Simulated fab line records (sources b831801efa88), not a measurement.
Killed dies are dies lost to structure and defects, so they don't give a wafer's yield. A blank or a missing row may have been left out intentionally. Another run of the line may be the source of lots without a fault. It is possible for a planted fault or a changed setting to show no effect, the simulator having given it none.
Which tool is to blame?	flow sky130	42 wafers from 14 lots sampled at 3 of the route's 708 steps

== WHAT THE GAUGES SHOWED, per wafer ==
SKY_SD_N_RS_MEAS_17: measures by four-point-probe.
lot	measured	on	SD_P_RS (ohm/sq)
L208	day 27 14:03	filmMetro-04	147.5 147.0 147.0
L209	day 28 00:52	filmMetro-01	147.7 147.8 147.6
L210	day 28 19:16	filmMetro-01	147.2 147.0 147.5
L213	day 29 13:47	filmMetro-04	149.3 149.2 148.8
L214	day 30 05:54	filmMetro-03	148.9 148.2 148.6
L220	day 32 06:46	filmMetro-04	146.7 146.6 146.4
L222	day 32 16:52	filmMetro-03	147.1 147.5 146.9
L223	day 32 19:41	filmMetro-03	147.0 147.2 147.8
L224	day 33 03:35	filmMetro-01	148.1 147.5 147.6
L225	day 33 13:37	filmMetro-04	146.6 146.6 147.3
L227	day 34 04:01	filmMetro-04	146.2 146.6 146.8
L228	day 34 14:24	filmMetro-04	146.9 146.5 147.2
L230	day 35 11:30	filmMetro-01	147.4 147.7 147.4
L231	day 36 01:36	filmMetro-04	146.7 146.6 146.9

== TOOL THAT RAN EACH LOT (tool first, then ch and the chambers of the sampled wafers, then the start) ==
lot	SKY_SD_P_IMPLANT_09	SKY_SD_P_STRIP_10
L208	implanter-04 ch 0, day 25 02:01	plasmaAsher-03 ch 0,1, day 25 02:10
L209	implanter-04 ch 0, day 25 13:25	plasmaAsher-02 ch 0,1, day 25 13:34
L210	implanter-04 ch 0, day 26 08:23	plasmaAsher-01 ch 0,1, day 26 08:30
L213	implanter-04 ch 0, day 27 04:14	plasmaAsher-02 ch 0,1, day 27 04:21
L214	implanter-04 ch 0, day 27 20:40	plasmaAsher-02 ch 0,1, day 27 20:49
L220	implanter-01 ch 0, day 29 23:02	plasmaAsher-02 ch 0,1, day 29 23:09
L222	implanter-04 ch 0, day 30 09:30	plasmaAsher-01 ch 0,1, day 30 09:37
L223	implanter-02 ch 0, day 30 11:59	plasmaAsher-02 ch 1, day 30 12:06
L224	implanter-01 ch 0, day 30 20:32	plasmaAsher-01 ch 0,1, day 30 20:39
L225	implanter-04 ch 0, day 31 06:28	plasmaAsher-01 ch 0,1, day 31 06:37
L227	implanter-02 ch 0, day 31 20:33	plasmaAsher-02 ch 0,1, day 31 20:42
L228	implanter-04 ch 0, day 32 08:00	plasmaAsher-02 ch 0,1, day 32 08:08
L230	implanter-02 ch 0, day 33 06:27	plasmaAsher-02 ch 0,1, day 33 06:36
L231	implanter-04 ch 0, day 33 20:28	plasmaAsher-01 ch 0,1, day 33 20:37
- SKY_SD_P_IMPLANT_09
- SKY_SD_P_STRIP_10: strips in O2/N2.

== AS READ BY THE TOOLS THEMSELVES (means over the sampled wafers that have a number; for cases with no such wafer, the mark the record gives instead) ==
SKY_SD_P_IMPLANT_09.
lot	tool	beamOnS (s)
L208	implanter-04	14.4
L209	implanter-04	14.5
L210	implanter-04	14.4
L213	implanter-04	14.1
L214	implanter-04	14.6
L220	implanter-01	14.3
L222	implanter-04	14.3
L223	implanter-02	13.9
L224	implanter-01	14.0
L225	implanter-04	14.0
L227	implanter-02	13.7
L228	implanter-04	14.3
L230	implanter-02	13.8
L231	implanter-04	14.2

SKY_SD_P_STRIP_10.
lot	tool	drypumpMotorCurrentA (A)	oesProductAu (a.u.)	stripTimeToEndpointS (s)
L208	plasmaAsher-03	6.1	0.616	17.56
L209	plasmaAsher-02	5.6	0.612	17.47
L210	plasmaAsher-01	5.8	0.619	17.46
L213	plasmaAsher-02	5.6	0.623	17.35
L214	plasmaAsher-02	5.8	0.624	17.31
L220	plasmaAsher-02	5.8	0.619	17.49
L222	plasmaAsher-01	5.8	0.614	17.51
L223	plasmaAsher-02	5.5	0.622	17.44
L224	plasmaAsher-01	5.4	0.613	17.45
L225	plasmaAsher-01	5.4	0.614	17.45
L227	plasmaAsher-02	5.6	0.616	17.45
L228	plasmaAsher-02	5.8	0.615	17.43
L230	plasmaAsher-02	5.6	0.620	17.43
L231	plasmaAsher-01	5.8	0.618	17.53

== THE ANSWER, worked out from the rows above alone ==
Rule: the usual values come from the lots themselves. The widest of any qualifying gaps counts: lots, ordered by their means at a reading, are off when they make up no more than a third of the lots, leave a main group of 4 or more, and stand apart from it by 3 or more times the standard deviation of that group's means. If all means in a main group match to the digits the tables above print for the reading, that group is not used. Also off: a lot with no number at a reading for which 4 or more lots have one. The other lots that the step has rows for count as sound. The gauges are gone through in route order, then the tools' own readings, and for those a lot's mean is taken as printed above. The first step at which some lot is off is used, and at that step the reading that is off furthest; a lot without a number counts as furthest.
No lot is off at any reading shown: from this, nothing can be told.

== WHAT THE SIMULATOR HAD PUT IN ==
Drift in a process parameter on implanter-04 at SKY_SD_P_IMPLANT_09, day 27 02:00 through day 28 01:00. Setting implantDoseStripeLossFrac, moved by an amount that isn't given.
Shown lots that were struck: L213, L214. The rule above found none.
